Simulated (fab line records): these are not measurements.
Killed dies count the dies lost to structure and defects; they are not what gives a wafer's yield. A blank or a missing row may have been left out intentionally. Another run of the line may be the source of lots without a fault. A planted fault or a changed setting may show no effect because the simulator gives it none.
Struck lot and sound lot, side by side | flow sky130 | 14 steps out of a route of 708
Sound: wafers L907.1, L907.2, L907.6. Struck: wafers L914.4, L914.5, L914.6. The cause is named last.
Per side, at each step with rows, come the tool, then ch with its chambers, and then its first start. Under that, the readings that differ: sound wafers | struck wafers | difference of the means | sigmas: that difference in standard deviations of wafers without a fault.
alike: readings with means less than 2 such deviations apart, plus words and numbers identical on both sides. not compared: withheld readings, readings lacking a value on some wafer, bounds such as >300 that could conceal the same value, and numbers that have no deviation in the record and whose values overlap.
A row with sigmas, a row that says differs or no value, or rows on one side alone: a step with any of these is where the two part. Non-overlapping numbers with no deviation appear without sigmas and do not part them. Lack of a reading on every wafer of one side parts them only where that side has two or more wafers.

SKY_CAPM_METAL_ETCH_13: etches TiN in Cl2/BCl3, stops on SiO2, target depth 220 nm, time 62.9 s.
  sound on rie_metal-03 ch 0,1, day 40 06:59; struck on rie_metal-03 ch 0,1, day 42 03:31
  alike: bias_w, drypump_motor_current_A, oes_product_au, throttle_valve_pct
  not compared: rf_hours_counter_h
SKY_CAPM_STRIP_14: strips in O2/N2.
  sound on plasma_asher-02 ch 0,1, day 40 07:04; struck on plasma_asher-03 ch 0,1, day 42 03:35
  alike: drypump_motor_current_A, oes_product_au, strip_time_to_endpoint_s
  not compared: rf_hours_counter_h
then, 10 steps without rows for these wafers: SKY_CAPM_STRIP_15 (strips in post etch residue remover, time 1200 s); SKY_CAPM_CLEAN_16 (cleans in IPA, time 180 s); SKY_CAPM_CLEAN_17 (cleans in O3/DIW); SKY_METAL3_DEHYDRATE_05 (time 60 s); SKY_METAL3_HMDS_06 (prime time 60 s); SKY_METAL3_COAT_07 (resist thk 60 nm); SKY_METAL3_COAT_08 (resist thk 1140 nm); SKY_METAL3_SOFTBAKE_09 (time 90 s); SKY_METAL3_EXPOSE_10 (exposes mask MM3, target cd 300 nm); SKY_METAL3_PEB_11.
SKY_METAL3_DEVELOP_12: develop time 60 s.
  sound on litho_track-01 ch 0, day 41 07:00; struck on litho_track-04, day 43 03:00
  no value came back on the struck wafers for chill_plate_temp_C (C), develop_time_s (s), developer_temp_C (C), resist_line_temp_C (C); on the sound wafers chill_plate_temp_C (C) reads 23.04 22.96 23.10
  reading                                       | sound          | struck         | difference | sigmas
  model.KrF-thick_of_METAL3_COAT_08.thk_nm (nm) | 1120 1123 1126 | 1140 1140 1142 | +18        |
SKY_METAL3_CD_MEAS_13: the cd target is 300 nm.
  sound: cd_sem-01 at day 41 07:57; struck: cd_sem-02 at day 43 03:24
  reading    | sound             | struck | difference                    | sigmas
  cd_nm (nm) | 301.4 301.5 301.7 | - - -  | no value on the struck wafers |

WHERE THEY PART
Earliest at SKY_METAL3_DEVELOP_12; latest, in this record, at SKY_METAL3_CD_MEAS_13.

WHY: what had been put in by the simulator
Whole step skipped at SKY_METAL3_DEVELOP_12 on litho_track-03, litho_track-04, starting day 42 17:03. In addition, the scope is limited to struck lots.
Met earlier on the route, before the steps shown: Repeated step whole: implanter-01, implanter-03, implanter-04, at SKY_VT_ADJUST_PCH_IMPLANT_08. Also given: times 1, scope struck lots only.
